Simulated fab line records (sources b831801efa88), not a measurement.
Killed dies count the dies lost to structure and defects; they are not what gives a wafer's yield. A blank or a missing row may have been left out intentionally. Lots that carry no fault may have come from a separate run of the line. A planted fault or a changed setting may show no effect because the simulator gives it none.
Which tool is to blame? :: flow gf180mcu :: Sampling: 24 lots, 72 wafers, 4 of 602 route steps

== WHAT THE GAUGES SHOWED, per wafer ==
GF_MIM_THK_MEAS_06.
lot: L074
measured: day 24 07:07
on: filmMetro-03
MIM_CVD_05_THK (nm): 41.7 42.1 42.1

lot: L075
measured: day 24 16:40
on: filmMetro-04
MIM_CVD_05_THK (nm): 42.4 41.9 42.4

lot: L076
measured: day 25 02:17
on: filmMetro-02
MIM_CVD_05_THK (nm): 42.0 42.1 41.8

lot: L077
measured: day 25 11:44
on: filmMetro-04
MIM_CVD_05_THK (nm): 42.1 40.5 41.4

lot: L078
measured: day 25 19:01
on: filmMetro-02
MIM_CVD_05_THK (nm): 42.0 41.1 41.2

lot: L079
measured: day 26 04:14
on: filmMetro-04
MIM_CVD_05_THK (nm): 41.0 42.0 41.8

lot: L080
measured: day 26 12:01
on: filmMetro-03
MIM_CVD_05_THK (nm): 41.5 41.8 42.5

lot: L081
measured: day 26 21:14
on: filmMetro-04
MIM_CVD_05_THK (nm): 41.7 41.6 42.3

lot: L082
measured: day 27 07:38
on: filmMetro-04
MIM_CVD_05_THK (nm): 41.4 42.7 40.9

lot: L083
measured: day 27 14:10
on: filmMetro-03
MIM_CVD_05_THK (nm): 41.3 41.1 41.4

lot: L084
measured: day 27 19:21
on: filmMetro-02
MIM_CVD_05_THK (nm): 41.2 40.9 41.9

lot: L085
measured: day 28 00:27
on: filmMetro-02
MIM_CVD_05_THK (nm): 41.2 41.6 42.3

lot: L086
measured: day 28 08:52
on: filmMetro-04
MIM_CVD_05_THK (nm): 41.6 41.9 42.1

lot: L087
measured: day 28 18:08
on: filmMetro-03
MIM_CVD_05_THK (nm): 41.3 41.1 42.7

lot: L088
measured: day 29 01:19
on: filmMetro-04
MIM_CVD_05_THK (nm): 41.7 42.5 42.3

lot: L089
measured: day 29 08:55
on: filmMetro-02
MIM_CVD_05_THK (nm): 41.6 41.1 41.9

lot: L090
measured: day 29 12:38
on: filmMetro-03
MIM_CVD_05_THK (nm): 41.6 41.9 41.4

lot: L091
measured: day 29 21:56
on: filmMetro-03
MIM_CVD_05_THK (nm): 42.3 40.9 42.1

lot: L092
measured: day 30 07:54
on: filmMetro-04
MIM_CVD_05_THK (nm): 42.2 42.3 42.0

lot: L093
measured: day 30 06:16
on: filmMetro-02
MIM_CVD_05_THK (nm): 41.9 42.0 42.4

lot: L094
measured: day 30 13:59
on: filmMetro-03
MIM_CVD_05_THK (nm): 41.3 41.7 40.8

lot: L095
measured: day 30 21:00
on: filmMetro-04
MIM_CVD_05_THK (nm): 41.2 41.6 42.2

lot: L096
measured: day 31 01:22
on: filmMetro-02
MIM_CVD_05_THK (nm): 41.1 42.3 42.0

lot: L097
measured: day 31 11:45
on: filmMetro-02
MIM_CVD_05_THK (nm): 42.2 42.2 41.8

== WHICH TOOL RAN EACH LOT (tool, then ch and the chambers of the sampled wafers, then the start) ==
lot: L074
GF_M3_STRIP_17: plasmaAsher-03 ch 0,1, day 21 06:01
GF_V3_STRIP_18: plasmaAsher-04 ch 0,1, day 22 06:56
GF_V4_SPUTTER_21: pvdSputter-04, day 24 06:10

lot: L075
GF_M3_STRIP_17: plasmaAsher-03 ch 0,1, day 21 13:58
GF_V3_STRIP_18: plasmaAsher-03 ch 0,1, day 22 14:41
GF_V4_SPUTTER_21: pvdSputter-02, day 24 15:43

lot: L076
GF_M3_STRIP_17: plasmaAsher-01 ch 0,1, day 22 02:27
GF_V3_STRIP_18: plasmaAsher-02 ch 0,1, day 23 02:02
GF_V4_SPUTTER_21: pvdSputter-04, day 25 01:20

lot: L077
GF_M3_STRIP_17: plasmaAsher-04 ch 0,1, day 22 10:58
GF_V3_STRIP_18: plasmaAsher-04 ch 0,1, day 23 11:50
GF_V4_SPUTTER_21: pvdSputter-02, day 25 10:46

lot: L078
GF_M3_STRIP_17: plasmaAsher-04 ch 0,1, day 22 19:14
GF_V3_STRIP_18: plasmaAsher-03 ch 0,1, day 23 19:02
GF_V4_SPUTTER_21: pvdSputter-04, day 25 18:04

lot: L079
GF_M3_STRIP_17: plasmaAsher-03 ch 0,1, day 23 04:46
GF_V3_STRIP_18: plasmaAsher-04 ch 0,1, day 24 04:38
GF_V4_SPUTTER_21: pvdSputter-01, day 26 03:15

lot: L080
GF_M3_STRIP_17: plasmaAsher-04 ch 0,1, day 23 14:07
GF_V3_STRIP_18: plasmaAsher-02 ch 0,1, day 24 13:14
GF_V4_SPUTTER_21: pvdSputter-02, day 26 11:01

lot: L081
GF_M3_STRIP_17: plasmaAsher-01 ch 0,1, day 24 00:34
GF_V3_STRIP_18: plasmaAsher-03 ch 0,1, day 24 23:29
GF_V4_SPUTTER_21: pvdSputter-01, day 26 20:16

lot: L082
GF_M3_STRIP_17: plasmaAsher-03 ch 0,1, day 24 11:28
GF_V3_STRIP_18: plasmaAsher-03 ch 0,1, day 25 10:01
GF_V4_SPUTTER_21: pvdSputter-02, day 27 06:40

lot: L083
GF_M3_STRIP_17: plasmaAsher-04 ch 0,1, day 24 17:37
GF_V3_STRIP_18: plasmaAsher-04 ch 0,1, day 25 16:29
GF_V4_SPUTTER_21: pvdSputter-02, day 27 13:13

lot: L084
GF_M3_STRIP_17: plasmaAsher-03 ch 0,1, day 25 00:25
GF_V3_STRIP_18: plasmaAsher-04 ch 0,1, day 25 22:35
GF_V4_SPUTTER_21: pvdSputter-02, day 27 18:24

lot: L085
GF_M3_STRIP_17: plasmaAsher-04 ch 0,1, day 25 05:06
GF_V3_STRIP_18: plasmaAsher-02 ch 0,1, day 26 03:43
GF_V4_SPUTTER_21: pvdSputter-01, day 27 23:28

lot: L086
GF_M3_STRIP_17: plasmaAsher-03 ch 0,1, day 25 13:23
GF_V3_STRIP_18: plasmaAsher-02 ch 0,1, day 26 11:44
GF_V4_SPUTTER_21: pvdSputter-01, day 28 07:55

lot: L087
GF_M3_STRIP_17: plasmaAsher-03 ch 0,1, day 25 23:52
GF_V3_STRIP_18: plasmaAsher-03 ch 0,1, day 26 22:01
GF_V4_SPUTTER_21: pvdSputter-02, day 28 17:10

lot: L088
GF_M3_STRIP_17: plasmaAsher-04 ch 0,1, day 26 08:07
GF_V3_STRIP_18: plasmaAsher-04 ch 0,1, day 27 05:32
GF_V4_SPUTTER_21: pvdSputter-01, day 29 00:05

lot: L089
GF_M3_STRIP_17: plasmaAsher-03 ch 0,1, day 26 16:28
GF_V3_STRIP_18: plasmaAsher-03 ch 0,1, day 27 14:05
GF_V4_SPUTTER_21: pvdSputter-01, day 29 07:58

lot: L090
GF_M3_STRIP_17: plasmaAsher-03 ch 0,1, day 26 19:22
GF_V3_STRIP_18: plasmaAsher-03 ch 0,1, day 27 17:11
GF_V4_SPUTTER_21: pvdSputter-01, day 29 11:40

lot: L091
GF_M3_STRIP_17: plasmaAsher-04 ch 0,1, day 27 04:54
GF_V3_STRIP_18: plasmaAsher-02 ch 0,1, day 28 01:41
GF_V4_SPUTTER_21: pvdSputter-04, day 29 19:04

lot: L092
GF_M3_STRIP_17: plasmaAsher-03 ch 0,1, day 27 12:00
GF_V3_STRIP_18: plasmaAsher-04 ch 0,1, day 28 08:41
GF_V4_SPUTTER_21: pvdSputter-04, day 30 01:55

lot: L093
GF_M3_STRIP_17: plasmaAsher-04 ch 0,1, day 27 15:33
GF_V3_STRIP_18: plasmaAsher-02 ch 0, day 28 12:17
GF_V4_SPUTTER_21: pvdSputter-02, day 30 05:13

lot: L094
GF_M3_STRIP_17: plasmaAsher-03 ch 0,1, day 28 01:03
GF_V3_STRIP_18: plasmaAsher-02 ch 0,1, day 28 20:53
GF_V4_SPUTTER_21: pvdSputter-04, day 30 13:02

lot: L095
GF_M3_STRIP_17: plasmaAsher-04 ch 1, day 28 07:58
GF_V3_STRIP_18: plasmaAsher-03 ch 0,1, day 29 03:53
GF_V4_SPUTTER_21: pvdSputter-04, day 30 20:02

lot: L096
GF_M3_STRIP_17: plasmaAsher-04 ch 0,1, day 28 11:58
GF_V3_STRIP_18: plasmaAsher-03 ch 0,1, day 29 07:49
GF_V4_SPUTTER_21: pvdSputter-01, day 31 00:19

lot: L097
GF_M3_STRIP_17: plasmaAsher-04 ch 0,1, day 28 22:33
GF_V3_STRIP_18: plasmaAsher-04 ch 0,1, day 29 18:40
GF_V4_SPUTTER_21: pvdSputter-01, day 31 10:28
- GF_M3_STRIP_17: strips in O2/N2.
- GF_V3_STRIP_18: strips in O2/N2.
- GF_V4_SPUTTER_21: material Ti, target thk 15 nm, time 80.02 s.

== WHAT THE TOOLS THEMSELVES READ (means of the sampled wafers that have a number; where no wafer has one, the mark that the record gives instead) ==
GF_M3_STRIP_17.
lot: L074
tool: plasmaAsher-03
chamberPressureMTorr (mTorr): 1500.7
drypumpMotorCurrentA (A): 6.0
heaterPowerW (W): 315
oesProductAu (a.u.): 0.562
stripTimeToEndpointS (s): 7.84

lot: L075
tool: plasmaAsher-03
chamberPressureMTorr (mTorr): 1501.4
drypumpMotorCurrentA (A): 5.6
heaterPowerW (W): 303
oesProductAu (a.u.): 0.555
stripTimeToEndpointS (s): 7.93

lot: L076
tool: plasmaAsher-01
chamberPressureMTorr (mTorr): 1500.1
drypumpMotorCurrentA (A): 5.7
heaterPowerW (W): 346
oesProductAu (a.u.): 0.557
stripTimeToEndpointS (s): 7.93

lot: L077
tool: plasmaAsher-04
chamberPressureMTorr (mTorr): 1499.0
drypumpMotorCurrentA (A): 5.3
heaterPowerW (W): 360
oesProductAu (a.u.): 0.556
stripTimeToEndpointS (s): 7.81

lot: L078
tool: plasmaAsher-04
chamberPressureMTorr (mTorr): 1499.7
drypumpMotorCurrentA (A): 5.2
heaterPowerW (W): 337
oesProductAu (a.u.): 0.564
stripTimeToEndpointS (s): 7.96

lot: L079
tool: plasmaAsher-03
chamberPressureMTorr (mTorr): 1498.7
drypumpMotorCurrentA (A): 5.6
heaterPowerW (W): 301
oesProductAu (a.u.): 0.560
stripTimeToEndpointS (s): 7.85

lot: L080
tool: plasmaAsher-04
chamberPressureMTorr (mTorr): 1499.6
drypumpMotorCurrentA (A): 5.2
heaterPowerW (W): 335
oesProductAu (a.u.): 0.555
stripTimeToEndpointS (s): 7.86

lot: L081
tool: plasmaAsher-01
chamberPressureMTorr (mTorr): 1500.4
drypumpMotorCurrentA (A): 5.8
heaterPowerW (W): 343
oesProductAu (a.u.): 0.557
stripTimeToEndpointS (s): 7.82

lot: L082
tool: plasmaAsher-03
chamberPressureMTorr (mTorr): 1500.3
drypumpMotorCurrentA (A): 5.6
heaterPowerW (W): 301
oesProductAu (a.u.): 0.561
stripTimeToEndpointS (s): 7.96

lot: L083
tool: plasmaAsher-04
chamberPressureMTorr (mTorr): 1500.5
drypumpMotorCurrentA (A): 5.3
heaterPowerW (W): 334
oesProductAu (a.u.): 0.551
stripTimeToEndpointS (s): 7.86

lot: L084
tool: plasmaAsher-03
chamberPressureMTorr (mTorr): 1500.0
drypumpMotorCurrentA (A): 5.6
heaterPowerW (W): 297
oesProductAu (a.u.): 0.563
stripTimeToEndpointS (s): 7.92

lot: L085
tool: plasmaAsher-04
chamberPressureMTorr (mTorr): 1499.4
drypumpMotorCurrentA (A): 5.3
heaterPowerW (W): 333
oesProductAu (a.u.): 0.560
stripTimeToEndpointS (s): 7.87

lot: L086
tool: plasmaAsher-03
chamberPressureMTorr (mTorr): 1499.7
drypumpMotorCurrentA (A): 5.6
heaterPowerW (W): 297
oesProductAu (a.u.): 0.564
stripTimeToEndpointS (s): 7.92

lot: L087
tool: plasmaAsher-03
chamberPressureMTorr (mTorr): 1500.8
drypumpMotorCurrentA (A): 6.0
heaterPowerW (W): 313
oesProductAu (a.u.): 0.555
stripTimeToEndpointS (s): 7.88

lot: L088
tool: plasmaAsher-04
chamberPressureMTorr (mTorr): 1498.8
drypumpMotorCurrentA (A): 5.3
heaterPowerW (W): 352
oesProductAu (a.u.): 0.559
stripTimeToEndpointS (s): 7.87

lot: L089
tool: plasmaAsher-03
chamberPressureMTorr (mTorr): 1500.9
drypumpMotorCurrentA (A): 5.6
heaterPowerW (W): 298
oesProductAu (a.u.): 0.554
stripTimeToEndpointS (s): 7.84

lot: L090
tool: plasmaAsher-03
chamberPressureMTorr (mTorr): 1499.2
drypumpMotorCurrentA (A): 6.0
heaterPowerW (W): 318
oesProductAu (a.u.): 0.549
stripTimeToEndpointS (s): 7.81

lot: L091
tool: plasmaAsher-04
chamberPressureMTorr (mTorr): 1499.5
drypumpMotorCurrentA (A): 5.2
heaterPowerW (W): 336
oesProductAu (a.u.): 0.556
stripTimeToEndpointS (s): 7.84

lot: L092
tool: plasmaAsher-03
chamberPressureMTorr (mTorr): 1500.8
drypumpMotorCurrentA (A): 5.6
heaterPowerW (W): 299
oesProductAu (a.u.): 0.555
stripTimeToEndpointS (s): 7.87

lot: L093
tool: plasmaAsher-04
chamberPressureMTorr (mTorr): 1499.5
drypumpMotorCurrentA (A): 5.3
heaterPowerW (W): 350
oesProductAu (a.u.): 0.556
stripTimeToEndpointS (s): 7.87

lot: L094
tool: plasmaAsher-03
chamberPressureMTorr (mTorr): 1499.9
drypumpMotorCurrentA (A): 6.0
heaterPowerW (W): 313
oesProductAu (a.u.): 0.553
stripTimeToEndpointS (s): 7.87

lot: L095
tool: plasmaAsher-04
chamberPressureMTorr (mTorr): 1498.8
drypumpMotorCurrentA (A): 5.4
heaterPowerW (W): 377
oesProductAu (a.u.): 0.556
stripTimeToEndpointS (s): 7.91

lot: L096
tool: plasmaAsher-04
chamberPressureMTorr (mTorr): 1499.3
drypumpMotorCurrentA (A): 5.3
heaterPowerW (W): 336
oesProductAu (a.u.): 0.558
stripTimeToEndpointS (s): 7.90

lot: L097
tool: plasmaAsher-04
chamberPressureMTorr (mTorr): 1500.4
drypumpMotorCurrentA (A): 5.3
heaterPowerW (W): 353
oesProductAu (a.u.): 0.555
stripTimeToEndpointS (s): 7.89

GF_V3_STRIP_18.
lot: L074
tool: plasmaAsher-04
chamberPressureMTorr (mTorr): 1498.5
drypumpMotorCurrentA (A): 5.3
heaterPowerW (W): 354
oesProductAu (a.u.): 0.604

lot: L075
tool: plasmaAsher-03
chamberPressureMTorr (mTorr): 1501.9
drypumpMotorCurrentA (A): 6.0
heaterPowerW (W): 310
oesProductAu (a.u.): 0.590

lot: L076
tool: plasmaAsher-02
chamberPressureMTorr (mTorr): 1501.4
drypumpMotorCurrentA (A): 6.1
heaterPowerW (W): 397
oesProductAu (a.u.): 0.592

lot: L077
tool: plasmaAsher-04
chamberPressureMTorr (mTorr): 1499.5
drypumpMotorCurrentA (A): 5.3
heaterPowerW (W): 351
oesProductAu (a.u.): 0.598

lot: L078
tool: plasmaAsher-03
chamberPressureMTorr (mTorr): 1501.3
drypumpMotorCurrentA (A): 6.0
heaterPowerW (W): 314
oesProductAu (a.u.): 0.593

lot: L079
tool: plasmaAsher-04
chamberPressureMTorr (mTorr): 1499.4
drypumpMotorCurrentA (A): 5.2
heaterPowerW (W): 332
oesProductAu (a.u.): 0.594

lot: L080
tool: plasmaAsher-02
chamberPressureMTorr (mTorr): 1500.2
drypumpMotorCurrentA (A): 6.0
heaterPowerW (W): 376
oesProductAu (a.u.): 0.596

lot: L081
tool: plasmaAsher-03
chamberPressureMTorr (mTorr): 1501.2
drypumpMotorCurrentA (A): 5.6
heaterPowerW (W): 304
oesProductAu (a.u.): 0.592

lot: L082
tool: plasmaAsher-03
chamberPressureMTorr (mTorr): 1499.4
drypumpMotorCurrentA (A): 5.6
heaterPowerW (W): 296
oesProductAu (a.u.): 0.599

lot: L083
tool: plasmaAsher-04
chamberPressureMTorr (mTorr): 1500.9
drypumpMotorCurrentA (A): 5.3
heaterPowerW (W): 337
oesProductAu (a.u.): 0.593

lot: L084
tool: plasmaAsher-04
chamberPressureMTorr (mTorr): 1500.5
drypumpMotorCurrentA (A): 5.2
heaterPowerW (W): 335
oesProductAu (a.u.): 0.599

lot: L085
tool: plasmaAsher-02
chamberPressureMTorr (mTorr): 1500.0
drypumpMotorCurrentA (A): 5.9
heaterPowerW (W): 371
oesProductAu (a.u.): 0.591

lot: L086
tool: plasmaAsher-02
chamberPressureMTorr (mTorr): 1499.9
drypumpMotorCurrentA (A): 6.0
heaterPowerW (W): 372
oesProductAu (a.u.): 0.589

lot: L087
tool: plasmaAsher-03
chamberPressureMTorr (mTorr): 1501.3
drypumpMotorCurrentA (A): 6.0
heaterPowerW (W): 314
oesProductAu (a.u.): 0.593

lot: L088
tool: plasmaAsher-04
chamberPressureMTorr (mTorr): 1499.7
drypumpMotorCurrentA (A): 5.2
heaterPowerW (W): 341
oesProductAu (a.u.): 0.597

lot: L089
tool: plasmaAsher-03
chamberPressureMTorr (mTorr): 1499.3
drypumpMotorCurrentA (A): 6.0
heaterPowerW (W): 312
oesProductAu (a.u.): 0.594

lot: L090
tool: plasmaAsher-03
chamberPressureMTorr (mTorr): 1499.9
drypumpMotorCurrentA (A): 6.0
heaterPowerW (W): 312
oesProductAu (a.u.): 0.593

lot: L091
tool: plasmaAsher-02
chamberPressureMTorr (mTorr): 1499.0
drypumpMotorCurrentA (A): 6.1
heaterPowerW (W): 396
oesProductAu (a.u.): 0.598

lot: L092
tool: plasmaAsher-04
chamberPressureMTorr (mTorr): 1499.3
drypumpMotorCurrentA (A): 5.3
heaterPowerW (W): 356
oesProductAu (a.u.): 0.595

lot: L093
tool: plasmaAsher-02
chamberPressureMTorr (mTorr): 1500.7
drypumpMotorCurrentA (A): 5.7
heaterPowerW (W): 354
oesProductAu (a.u.): 0.596

lot: L094
tool: plasmaAsher-02
chamberPressureMTorr (mTorr): 1500.7
drypumpMotorCurrentA (A): 6.0
heaterPowerW (W): 374
oesProductAu (a.u.): 0.592

lot: L095
tool: plasmaAsher-03
chamberPressureMTorr (mTorr): 1500.6
drypumpMotorCurrentA (A): 5.6
heaterPowerW (W): 297
oesProductAu (a.u.): 0.594

lot: L096
tool: plasmaAsher-03
chamberPressureMTorr (mTorr): 1500.1
drypumpMotorCurrentA (A): 5.6
heaterPowerW (W): 301
oesProductAu (a.u.): 0.595

lot: L097
tool: plasmaAsher-04
chamberPressureMTorr (mTorr): 1499.8
drypumpMotorCurrentA (A): 5.2
heaterPowerW (W): 336
oesProductAu (a.u.): 0.595

GF_V4_SPUTTER_21.
lot: L074
tool: pvdSputter-04
throttleValvePct (%): 30.7

lot: L075
tool: pvdSputter-02
throttleValvePct (%): 28.3

lot: L076
tool: pvdSputter-04
throttleValvePct (%): 30.1

lot: L077
tool: pvdSputter-02
throttleValvePct (%): 29.1

lot: L078
tool: pvdSputter-04
throttleValvePct (%): 30.5

lot: L079
tool: pvdSputter-01
throttleValvePct (%): 29.0

lot: L080
tool: pvdSputter-02
throttleValvePct (%): 29.1

lot: L081
tool: pvdSputter-01
throttleValvePct (%): 29.3

lot: L082
tool: pvdSputter-02
throttleValvePct (%): 28.7

lot: L083
tool: pvdSputter-02
throttleValvePct (%): 29.6

lot: L084
tool: pvdSputter-02
throttleValvePct (%): 29.6

lot: L085
tool: pvdSputter-01
throttleValvePct (%): 29.5

lot: L086
tool: pvdSputter-01
throttleValvePct (%): 29.6

lot: L087
tool: pvdSputter-02
throttleValvePct (%): 29.1

lot: L088
tool: pvdSputter-01
throttleValvePct (%): 29.0

lot: L089
tool: pvdSputter-01
throttleValvePct (%): 29.2

lot: L090
tool: pvdSputter-01
throttleValvePct (%): 30.1

lot: L091
tool: pvdSputter-04
throttleValvePct (%): 30.8

lot: L092
tool: pvdSputter-04
throttleValvePct (%): 30.6

lot: L093
tool: pvdSputter-02
throttleValvePct (%): 28.3

lot: L094
tool: pvdSputter-04
throttleValvePct (%): 29.7

lot: L095
tool: pvdSputter-04
throttleValvePct (%): 30.7

lot: L096
tool: pvdSputter-01
throttleValvePct (%): 29.0

lot: L097
tool: pvdSputter-01
throttleValvePct (%): 29.4

== THE ANSWER, worked out from the rows above alone ==
Rule: the usual values come from the lots themselves. The widest of any qualifying gaps counts: lots, ordered by their means at a reading, are off when they make up no more than a third of the lots, leave a main group of 4 or more, and stand apart from it by 3 or more times the standard deviation of that group's means. If all means in a main group match to the digits the tables above print for the reading, that group is not used. A lot without any number at a reading at which 4 lots or more have one is off too. Where the step has rows for the other lots, those lots are counted as sound. The gauges are gone through in route order, then the tools' own readings, and for those a lot's mean is taken as printed above. At the first step where some lot is off, the reading lying furthest off is the one used; lots without a number count as furthest.
Nothing can be told from this: no lot is off at any reading shown.

== WHAT THE SIMULATOR HAD PUT IN ==
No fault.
